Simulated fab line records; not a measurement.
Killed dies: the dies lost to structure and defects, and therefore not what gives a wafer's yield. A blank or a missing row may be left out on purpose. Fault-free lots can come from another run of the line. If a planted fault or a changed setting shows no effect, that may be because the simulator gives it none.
A single fault, viewed from 2 desks || flow gf180mcu || only its own numbers are on each desk; what lay behind them is given at the end

== AT THE METROLOGY DESK ==
Means of the sampled wafers that have a number, per lot and without regard to the tool the lot ran on: this is what the gauges read. A lot is out of limits, marked OUT, if its mean lies more than 4 standard deviations from the usual mean; the brackets give that distance.
Columns: A = HV_LDD_4_TW at GF_HV_LDD_TW_MEAS_50, usual 564; B = HV_LDD_RS at GF_HV_LDD_RS_MEAS_53, usual 418.0 ohm/sq
{"lot": "L592", "first seen here": "day 12 07:32", "A": 573, "B": 418.1}
{"lot": "L597", "first seen here": "day 14 02:43", "A": 562, "B": "412.8 (-5.6) OUT"}
{"lot": "L598", "first seen here": "day 14 07:26", "A": 562, "B": "412.8 (-5.6) OUT"}
{"lot": "L604", "first seen here": "day 16 08:57", "A": 574, "B": 418.1}
{"lot": "L606", "first seen here": "day 16 22:46", "A": 559, "B": 418.8}
{"lot": "L607", "first seen here": "day 17 12:54", "A": 578, "B": 418.5}
{"lot": "L608", "first seen here": "day 17 15:39", "A": 558, "B": 417.3}
{"lot": "L609", "first seen here": "day 18 02:54", "A": 557, "B": 418.8}
{"lot": "L610", "first seen here": "day 18 11:48", "A": 559, "B": 418.9}
{"lot": "L613", "first seen here": "day 19 13:54", "A": 561, "B": 416.6}
{"lot": "L614", "first seen here": "day 19 21:53", "A": 574, "B": 418.0}
{"lot": "L615", "first seen here": "day 20 08:30", "A": 572, "B": 418.8}
This desk's finding: out of limits on L597, L598; first on L597, day 14 02:55 (HV_LDD_RS at GF_HV_LDD_RS_MEAS_53). L592, L604, L606, L607, L608, L609, L610, L613, L614, L615 stayed within limits.

== TOOL OWNER'S DESK, implanter-04 ==
The tool's own readings at GF_HV_LDD_IMPLANT_36, given as means over the sampled wafers that have a number, one for each lot that went through this tool. A lot is out of limits, marked OUT, if its mean lies more than 4 standard deviations from the usual mean; the brackets give that distance.
Columns: A = dose ions cm2 at GF_HV_LDD_IMPLANT_36, usual 7.498e+12; B = faraday current uA at GF_HV_LDD_IMPLANT_36, usual 42.2; C = tilt deg at GF_HV_LDD_IMPLANT_36, usual 30.004 degrees
{"lot": "L592", "first seen here": "day 11 11:51", "A": 7.505e+12, "B": 42.2, "C": 30.010}
{"lot": "L597", "first seen here": "day 13 05:20", "A": "9.453e+12 (+99 or more) OUT", "B": "53.3 (+14) OUT", "C": 29.981}
{"lot": "L598", "first seen here": "day 13 10:09", "A": "9.462e+12 (+99 or more) OUT", "B": "53.1 (+14) OUT", "C": 30.045}
{"lot": "L607", "first seen here": "day 16 13:30", "A": 7.506e+12, "B": 42.1, "C": 29.990}
{"lot": "L608", "first seen here": "day 16 15:24", "A": 7.496e+12, "B": 42.2, "C": 29.990}
{"lot": "L614", "first seen here": "day 18 20:57", "A": 7.491e+12, "B": 41.8, "C": 30.001}
This desk finds L597, L598 out of limits, L597 being first, at day 13 05:20 (dose ions cm2 at GF_HV_LDD_IMPLANT_36). L592, L607, L608, L614 stayed within limits.

== TAKEN TOGETHER ==
The tool owner's desk had the chance to raise an alarm at day 13 05:20 on L597, L598.
An alarm was possible from the metrology desk at day 14 02:55, on L597, L598.
The lots listed all ran GF_HV_LDD_IMPLANT_36 on implanter-04.

== WHAT HAD BEEN PUT IN BY THE SIMULATOR ==
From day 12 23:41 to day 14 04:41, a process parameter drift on implanter-04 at GF_HV_LDD_IMPLANT_36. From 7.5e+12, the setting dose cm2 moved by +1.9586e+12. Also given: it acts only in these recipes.
Struck lots among those shown: L597, L598.
Delay (hours) between the fault's onset and each desk's first out-of-limits reading: 6 at the tool owner's desk, 27 at the metrology desk.
